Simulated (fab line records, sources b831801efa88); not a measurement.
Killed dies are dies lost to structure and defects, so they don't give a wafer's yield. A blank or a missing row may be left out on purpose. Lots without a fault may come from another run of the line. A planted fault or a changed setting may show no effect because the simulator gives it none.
A struck lot beside a sound one | flow gf180mcu | 36 steps out of a route of 602
Sound: wafers L180.1, L180.2, L180.4. Struck: wafer L186.3. (L186.1, L186.4 of the same lot were not struck and are left out.) The cause comes at the end.
At each step with rows: each side's tool, then ch and its chambers, then its first start. Under that, the readings that differ: sound wafers | struck wafers | difference of the means | sigmas: that difference in standard deviations of wafers without a fault.
alike: readings whose means differ by less than 2 such deviations, and words and numbers that are the same on both sides. not compared: withheld readings, readings that some wafer has no value for, bounds like >300 that may hide the same value, and numbers for which the record gives no deviation and whose values overlap.
The two part at a step that has a row with sigmas, a row that says differs or no value, or rows on one side only. Numbers that don't overlap but have no deviation are shown without sigmas and don't part them. A reading that every wafer of one side lacks parts them only if that side has two wafers or more.

first, 2 steps without rows for these wafers: GF_M4_PEB_12 (peb time 90 s); GF_M4_DEVELOP_13 (develop time 60 s).
GF_M4_CD_MEAS_14: target cd 280 nm.
  sound on cd_sem-02, day 24 01:40; struck on cd_sem-02, day 26 06:11
  alike: cd_nm
GF_M4_OVL_MEAS_15:
  sound on overlay-02, day 24 01:47; struck on overlay-02, day 26 06:19
  alike: M4_OVL
then, 1 step without rows for these wafers: GF_M4_METAL_ETCH_16 (etches the open film in Cl2/BCl3, stops on SiO2, target depth 750.8 nm, time 125.1 s).
GF_M4_STRIP_17: strips in O2/N2.
  sound on plasma_asher-01 ch 0,1, day 24 01:57; struck on plasma_asher-01 ch 1, day 26 06:28
  alike: drypump_motor_current_A, heater_power_w, oes_product_au, platen_temp_c, strip_time_to_endpoint_s
  not compared: rf_hours_counter_h
then, 3 steps without rows for these wafers: GF_M4_STRIP_18 (strips in post etch residue remover, time 1200 s); GF_M4_CLEAN_19 (cleans in DIW); GF_V4_CVD_00 (deposits SiO2, target thk 600 nm, time 100 s).
GF_V4_THK_MEAS_01:
  sound on film_metro-03, day 24 02:34; struck on film_metro-04, day 26 07:05
  alike: V4_CVD_00_THK
GF_V4_CVD_02: deposits SiO2 from TEOS, target thk 850 nm, time 94.851 s.
  sound on pecvd-04 ch 1,2, day 24 02:37; struck on pecvd-04 ch 2, day 26 07:08
  alike: heater_power_w, susceptor_temp_C
GF_V4_THK_MEAS_03:
  sound on film_metro-03, day 24 02:41; struck on film_metro-02, day 26 07:13
  alike: V4_CVD_02_THK
GF_V4_CMP_04: polishes SiO2.
  sound on cmp-01 ch 1,2,3, day 24 02:45; struck on cmp-02 ch 0, day 26 07:16
  reading                             | sound             | struck | difference | sigmas
  time_to_endpoint_s (s)              | 75 78 79          | 95     | +18        | +3
  model.SiO2_of_V4_CVD_02.thk_nm (nm) | 633.1 632.2 632.2 | 573.2  | -59.3      |
  alike: motor_current_A, platen_rpm
GF_V4_BOW_MEAS_05:
  sound on film_metro-02, day 24 03:03; struck on film_metro-03, day 26 07:55
  not compared: hold, V4_BOW
then, 7 steps without rows for these wafers: GF_V4_HMDS_07 (prime time 60 s); GF_V4_COAT_08; GF_V4_COAT_09 (resist thk 1000 nm); GF_V4_SOFTBAKE_10 (time 60 s); GF_V4_EXPOSE_11 (exposes mask Via4, target cd 260 nm); GF_V4_PEB_12 (peb time 90 s); GF_V4_DEVELOP_13 (develop time 60 s).
GF_V4_CD_MEAS_14: target cd 260 nm.
  sound on cd_sem-01, day 25 00:48; struck on cd_sem-01, day 27 04:06
  alike: cd_nm
GF_V4_OVL_MEAS_15:
  sound on overlay-02, day 25 00:55; struck on overlay-02, day 27 04:13
  alike: V4_OVL
GF_V4_ETCH_16: etches BARC in N2/H2.
  sound on rie_diel-04 ch 0,1,2, day 25 00:58; struck on rie_diel-03 ch 1, day 27 04:16
  alike: drypump_motor_current_A, oes_product_au, throttle_valve_pct
GF_V4_ETCH_17: etches SiO2 in C4F8/O2/Ar, stops on TiN, target depth 630 nm.
  sound on rie_diel-04 ch 0,1,2; struck on rie_diel-03 ch 3
  reading                        | sound             | struck | difference | sigmas
  oes_product_au (a.u.)          | 0.855 0.858 0.857 | 0.811  | -0.046     | -10
  model.etch.depth_nm (nm)       | 633.1 632.2 632.2 | 573.2  | -59.3      |
  model.V4.feature_depth_nm (nm) | 633.1 632.2 632.2 | 573.2  | -59.3      |
then, 3 steps without rows for these wafers: GF_V4_STRIP_18 (strips in O2/N2); GF_V4_STRIP_19 (strips in post etch residue remover, time 1200 s); GF_V4_CLEAN_20 (cleans in DIW).
GF_V4_SPUTTER_21: material Ti, target thk 15 nm, time 80.02 s.
  sound on pvd_sputter-04, day 25 01:39; struck on pvd_sputter-04, day 27 04:56
  alike: chamber_pressure_pa, throttle_valve_pct
GF_V4_SPUTTER_22: material TiN, target thk 10 nm, time 40 s.
  sound on pvd_sputter-04, day 25 01:43; struck on pvd_sputter-04, day 27 04:59
  reading                  | sound             | struck | difference | sigmas
  chamber_pressure_pa (Pa) | 5.010 5.003 5.016 | 4.989  | -0.021     | -2
  alike: throttle_valve_pct
then, 1 step without rows for these wafers: GF_V4_CVD_23 (deposits W, target thk 350 nm, time 104.9 s).
GF_V4_RS_MEAS_24: measures by four-point-probe.
  sound on film_metro-04, day 25 01:52; struck on film_metro-04, day 27 05:08
  alike: V4_W_RS
GF_V4_THK_MEAS_25: measures by xrf.
  sound on film_metro-04, day 25 01:59; struck on film_metro-04, day 27 05:16
  alike: V4_W_THK
GF_V4_CMP_26: polishes, stops on SiO2, t overpolish 15 s, target thk 0 nm.
  sound on cmp-01 ch 0,2,3, day 25 02:02; struck on cmp-02 ch 1, day 27 05:19
  reading                             | sound             | struck | difference | sigmas
  model.SiO2_of_V4_CVD_02.thk_nm (nm) | 629.3 628.5 628.5 | 569.4  | -59.4      |
  alike: motor_current_A, platen_rpm
then, 2 steps without rows for these wafers: GF_MIM_SPUTTER_00 (material Ti, target thk 37.5 nm, time 150 s); GF_PASSIVATION_PROBE_99.

WHERE THEY PART
First at GF_V4_CMP_04; last, within this record, at GF_V4_SPUTTER_22. Later steps at which nothing parts them and some readings are alike: GF_V4_RS_MEAS_24, GF_V4_THK_MEAS_25, GF_V4_CMP_26.

WHY: what the simulator had put in
Process parameter drift: cmp-02, from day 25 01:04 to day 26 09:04, at GF_V4_CMP_04. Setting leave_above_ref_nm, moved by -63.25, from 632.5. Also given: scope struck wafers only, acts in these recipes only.
